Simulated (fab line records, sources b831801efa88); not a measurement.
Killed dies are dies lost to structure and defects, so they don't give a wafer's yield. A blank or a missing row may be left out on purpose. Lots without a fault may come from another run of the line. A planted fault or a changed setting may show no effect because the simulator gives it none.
Which tool did it? | flow sky130 | 6 lots, 18 wafers sampled, at 2 steps of a route of 708

WHAT THE GAUGES READ, wafer by wafer
SKY_SD_N_RS_MEAS_16: measures by four-point-probe.
lot  | measured     | on            | SD_N_RS (ohm/sq)
L768 | day 27 17:10 | film_metro-04 | 68.38 68.35 68.29
L771 | day 28 14:21 | film_metro-04 | 68.31 68.22 68.43
L773 | day 29 11:03 | film_metro-04 | 68.31 68.34 68.40
L776 | day 30 19:28 | film_metro-02 | 68.81 68.74 68.43
L781 | day 32 19:01 | film_metro-01 | 68.60 68.64 68.76
L788 | day 34 12:40 | film_metro-01 | 57.42 57.40 57.49 57.40 57.47 57.49

WHICH TOOL RAN EACH LOT (tool, then ch and the chambers of the sampled wafers, then the start)
lot  | SKY_SD_N_RTA_14
L768 | rtp_anneal-02 ch 0, day 27 16:59
L771 | rtp_anneal-01 ch 0, day 28 14:11
L773 | rtp_anneal-01 ch 0, day 29 10:51
L776 | rtp_anneal-02 ch 0, day 30 19:17
L781 | rtp_anneal-01 ch 0, day 32 18:50
L788 | rtp_anneal-02 ch 0, day 34 12:29
- SKY_SD_N_RTA_14: time 2 s.

THE ANSWER, worked out from the rows above alone
Rule: what is usual is taken from the lots themselves. Put in order of their means at a reading, lots are off if they are a third of the lots or fewer, leave a main group of 4 or more, and stand apart from it by a gap of 3 or more times the standard deviation of the main group's means; of several such gaps the widest counts. A main group whose means are all the same, to the digits that the tables above print for the reading, isn't used. A lot without any number at a reading at which 4 lots or more have one is off too. The other lots that the step has rows for count as sound.
Off: L788, at SKY_SD_N_RS_MEAS_16 (SD_N_RS). The main group: mean 68.47 ohm/sq, standard deviation 0.16.
A tool fits if, at a process step before that reading, it ran every lot that is off, and no sound lot after the first of them. The gauges at SKY_SD_N_RS_MEAS_16 are tried like those tools. Can't be told from this: 2 tools fit, rtp_anneal-02 at SKY_SD_N_RTA_14, film_metro-01 at SKY_SD_N_RS_MEAS_16.

WHAT THE SIMULATOR HAD PUT IN
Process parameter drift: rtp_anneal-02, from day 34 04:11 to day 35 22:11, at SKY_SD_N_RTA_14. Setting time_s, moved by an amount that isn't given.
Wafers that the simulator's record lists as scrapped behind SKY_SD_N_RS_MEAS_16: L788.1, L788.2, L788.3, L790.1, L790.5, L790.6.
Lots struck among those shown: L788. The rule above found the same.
